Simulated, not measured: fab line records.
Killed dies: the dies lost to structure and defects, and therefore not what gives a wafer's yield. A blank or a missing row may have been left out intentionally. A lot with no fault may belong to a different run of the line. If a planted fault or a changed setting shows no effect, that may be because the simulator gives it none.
Which of the tools did it? | flow gf180mcu | 39 wafers from 13 lots sampled at 4 of the route's 602 steps

## WHAT THE GAUGES READ, wafer by wafer
GF_VT_IMPLANT_TW_MEAS_43.
lot  | measured     | on           | VT_IMPLANT_4_TW
L481 | day 7 16:53  | filmMetro-04 | 704 702 704
L482 | day 8 01:29  | filmMetro-02 | 680 677 675
L483 | day 8 10:17  | filmMetro-04 | 695 696 698
L484 | day 8 13:29  | filmMetro-04 | 701 693 698
L485 | day 8 17:41  | filmMetro-02 | 678 673 680
L486 | day 8 18:16  | filmMetro-02 | 679 677 676
L492 | day 10 14:41 | filmMetro-04 | 702 709 707
L498 | day 12 07:14 | filmMetro-01 | 684 683 683
L500 | day 12 20:41 | filmMetro-01 | 686 685 685
L501 | day 13 02:50 | filmMetro-01 | 681 683 681
L502 | day 13 11:50 | filmMetro-04 | 701 702 701
L503 | day 13 17:15 | filmMetro-04 | 703 704 699
L504 | day 14 02:19 | filmMetro-04 | 698 701 704

GF_POLY_GATE_THK_MEAS_01.
lot  | measured     | on           | POLY_GATE_CVD_00_THK (nm)
L481 | day 8 15:26  | filmMetro-02 | 198.5 198.3 198.0
L482 | day 9 00:52  | filmMetro-02 | 200.6 198.4 198.7
L483 | day 9 09:42  | filmMetro-04 | 198.8 199.9 199.6
L484 | day 9 13:07  | filmMetro-04 | 201.7 202.4 202.4
L485 | day 9 17:58  | filmMetro-02 | 200.4 199.1 200.5
L486 | day 9 17:59  | filmMetro-04 | 200.1 200.0 199.0
L492 | day 11 14:25 | filmMetro-04 | 197.9 198.3 197.5
L498 | day 13 08:13 | filmMetro-03 | 199.8 200.5 201.1
L500 | day 13 23:49 | filmMetro-02 | 198.6 198.8 200.3
L501 | day 14 05:06 | filmMetro-03 | 201.8 201.1 202.0
L502 | day 14 13:28 | filmMetro-03 | 199.1 199.3 198.8
L503 | day 14 21:52 | filmMetro-03 | 201.7 199.8 200.4
L504 | day 15 04:46 | filmMetro-02 | 196.3 197.7 197.2

GF_SAB_THK_MEAS_01.
lot  | measured     | on           | SAB_CVD_00_THK (nm)
L481 | day 14 09:40 | filmMetro-01 | 50.0 50.5 50.6
L482 | day 14 19:46 | filmMetro-03 | 49.4 49.3 50.0
L483 | day 15 08:15 | filmMetro-02 | 49.3 49.9 49.6
L484 | day 15 10:56 | filmMetro-03 | 48.6 49.6 48.2
L485 | day 15 19:10 | filmMetro-03 | 49.6 50.4 50.3
L486 | day 15 21:53 | filmMetro-02 | 50.6 50.8 51.2
L492 | day 17 22:55 | filmMetro-03 | 50.4 50.2 50.0
L498 | day 20 05:23 | filmMetro-03 | 49.9 50.2 50.3
L500 | day 20 22:10 | filmMetro-02 | 50.4 49.0 52.1
L501 | day 21 04:22 | filmMetro-03 | 49.5 49.8 49.0
L502 | day 21 15:35 | filmMetro-01 | 48.2 49.7 49.9
L503 | day 22 01:10 | filmMetro-03 | 50.8 50.4 51.9
L504 | day 22 07:44 | filmMetro-01 | 50.6 49.7 51.2

## WHAT TOOL EACH LOT RAN ON (gives the tool, then ch and the chambers of the sampled wafers, and finally the start)
lot  | GF_STI_WET_ETCH_20
L481 | wetBench-03 ch 3, day 2 02:01
L482 | wetBench-01 ch 0, day 2 11:13
L483 | wetBench-03 ch 3, day 2 16:40
L484 | wetBench-02 ch 3, day 2 21:36
L485 | wetBench-02 ch 2, day 2 23:40
L486 | wetBench-02 ch 2, day 3 03:18
L492 | wetBench-01 ch 0, day 4 11:28
L498 | wetBench-03 ch 1, day 5 18:49
L500 | wetBench-02 ch 0, day 6 03:31
L501 | wetBench-01 ch 0, day 6 08:32
L502 | wetBench-02 ch 0, day 6 14:25
L503 | wetBench-02 ch 3, day 6 20:06
L504 | wetBench-02 ch 2, day 7 00:07
- GF_STI_WET_ETCH_20: etches SiO2 in dHF, target depth 20 nm, time 400 s.

## AS READ BY THE TOOLS THEMSELVES (means over the sampled wafers that have a number; for cases with no such wafer, the mark the record gives instead)
GF_STI_WET_ETCH_20.
lot  | tool        | runLengthS (s) | tempC (C)
L481 | wetBench-03 | 424            | 24.98
L482 | wetBench-01 | 425            | 25.04
L483 | wetBench-03 | 424            | 24.95
L484 | wetBench-02 | 428            | 24.92
L485 | wetBench-02 | 426            | 24.99
L486 | wetBench-02 | 412            | 24.95
L492 | wetBench-01 | 425            | 25.02
L498 | wetBench-03 | 434            | 24.92
L500 | wetBench-02 | 427            | 25.01
L501 | wetBench-01 | 433            | 25.01
L502 | wetBench-02 | 428            | 24.95
L503 | wetBench-02 | 434            | 24.92
L504 | wetBench-02 | 433            | 25.02

## THE ANSWER, worked out from the rows above alone
Rule: the usual values come from the lots themselves. Put in order of their means at a reading, lots are off if they are a third of the lots or fewer, leave a main group of 4 or more, and stand apart from it by a gap of 3 or more times the standard deviation of the main group's means; of several such gaps the widest counts. A main group is skipped when, at the precision printed for the reading in the tables above, its means are all equal. Also off: a lot with no number at a reading for which 4 or more lots have one. All remaining lots with rows at the step are treated as sound. The gauges are gone through in route order, then the tools' own readings, and for those a lot's mean is taken as printed above. At the first step where some lot is off, the reading lying furthest off is the one used; lots without a number count as furthest.
Off: L486 (GF_STI_WET_ETCH_20, runLengthS). The main group has a mean of 428 s with a standard deviation of 3.8.
If a tool, at that step or one of the process steps before it, ran each lot that is off and ran no sound lot following the first of them, it fits. Not one of the candidates tried fits.

## WHAT WAS PUT IN BY THE SIMULATOR
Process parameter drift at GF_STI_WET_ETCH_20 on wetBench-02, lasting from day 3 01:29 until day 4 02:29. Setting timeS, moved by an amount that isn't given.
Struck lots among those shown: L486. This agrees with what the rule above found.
